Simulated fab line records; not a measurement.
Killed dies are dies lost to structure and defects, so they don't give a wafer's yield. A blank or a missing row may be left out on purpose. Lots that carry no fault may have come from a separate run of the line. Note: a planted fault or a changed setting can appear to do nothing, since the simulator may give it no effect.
8D (eight disciplines) problem report, filled in by code + flow gf180mcu + the parts of the form that need people (team, actions taken, sign-off) are left out

## 1. PROBLEM STATEMENT
Across 6 wafers from 2 lots, NSD_RS at GF_PSD_RS_MEAS_14 averages 42.93 ohm/sq, while fault-free wafers read 46.16 ohm/sq with a standard deviation of 0.11. Measured from the usual mean, that is -29 standard deviations.
The step: measures by four-point-probe.
The first sign was on wafer L217.1 at day 19 07:59, on film-metro-01. The record has a number at this step for 36 wafers belonging to 12 lots. The rule behind "out" and "out of limits": a value lying over 4 standard deviations away from the usual mean. Any other wafer with a number is counted as sound.

## 2. WHAT IT IS; WHAT IT IS NOT
| question                    | is                           | is not                                                                                 |
|-----------------------------|------------------------------|----------------------------------------------------------------------------------------|
| which readings at this step | NSD_RS                       | -                                                                                      |
| which lots                  | L217, L219                   | L204, L205, L207, L209, L211, L212, L223, L224, L226, L227                             |
| which wafers of those lots  | all that have a number       | -                                                                                      |
| read on which gauges        | film-metro-01, film-metro-03 | film-metro-04                                                                          |
| when                        | from day 19 07:59            | up to then (18 sound wafers); but 12 sound wafers of L223, L224, L226, L227 came after |

## 3. THE SUSPECTS, EACH WITH WHAT RULES IT OUT
Counting: a tool stays on the suspect list if, at a process step up to the reading, it processed all lots that are out and no sound lot following the first of them.
- the gauge at GF_PSD_RS_MEAS_14 has been ruled out. Those wafers that are out were read across 2 gauges (film-metro-01, film-metro-03).
- plasma-asher-03 at GF_HV_LDD_STRIP_22 (strips in O2/N2): ruled out as a lasting fault. Following L217 (day 15 06:27), the first lot on it that is out, the sound lots L224 were run on it.
- rtp-anneal-02 at GF_PSD_RTA_13 (time 20 s): kept. Every lot that is out went through it, starting with L217 (day 19 07:54), and after that it ran no sound lot; the last sound lot it ran before then is L211 (day 17 01:35).
The count leaves rtp-anneal-02 at GF_PSD_RTA_13.

## 4. THE CAUSE (what the simulator had put in)
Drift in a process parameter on rtp-anneal-02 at GF_PSD_RTA_13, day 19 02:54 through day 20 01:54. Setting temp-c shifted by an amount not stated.
The count eliminated every tool but this one.

## 5. SEQUENCE OF EFFECTS, ordered by route
Each row: a reading where the mean over the struck wafers with a number is more than 3 standard deviations away from the usual. Scope: only readings with a usual standard deviation given in the record; hours: median across lots of the time from each lot's start at the first step in this table that gives one to its start at this step; sigmas: change in usual standard deviations.
| hours | step              | reading | usual        | on struck wafers | change | sigmas |
|-------|-------------------|---------|--------------|------------------|--------|--------|
| 0     | GF_PSD_RS_MEAS_14 | NSD_RS  | 46.16 ohm/sq | 42.93            | -3.23  | -29    |
| 0     | GF_PSD_RS_MEAS_15 | PSD_RS  | 109.4 ohm/sq | 100.9            | -8.5   | -24    |

## 6. HOW IT WOULD HAVE BEEN CAUGHT EARLIER
Counted from the fault's start at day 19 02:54, it took 5 hours until the first out-of-limits reading at a measuring or inspecting step in this record, taken at day 19 07:59.
An alarm limit of 4 standard deviations would not have fired on the tool readings at GF_PSD_RTA_13 for which the record gives a usual standard deviation, since none of them was out on any struck wafer.
L219, from the lots that are out (2), started GF_PSD_RTA_13 on rtp-anneal-02 later than day 19 07:59. A hold on the tool at that time would have spared it.
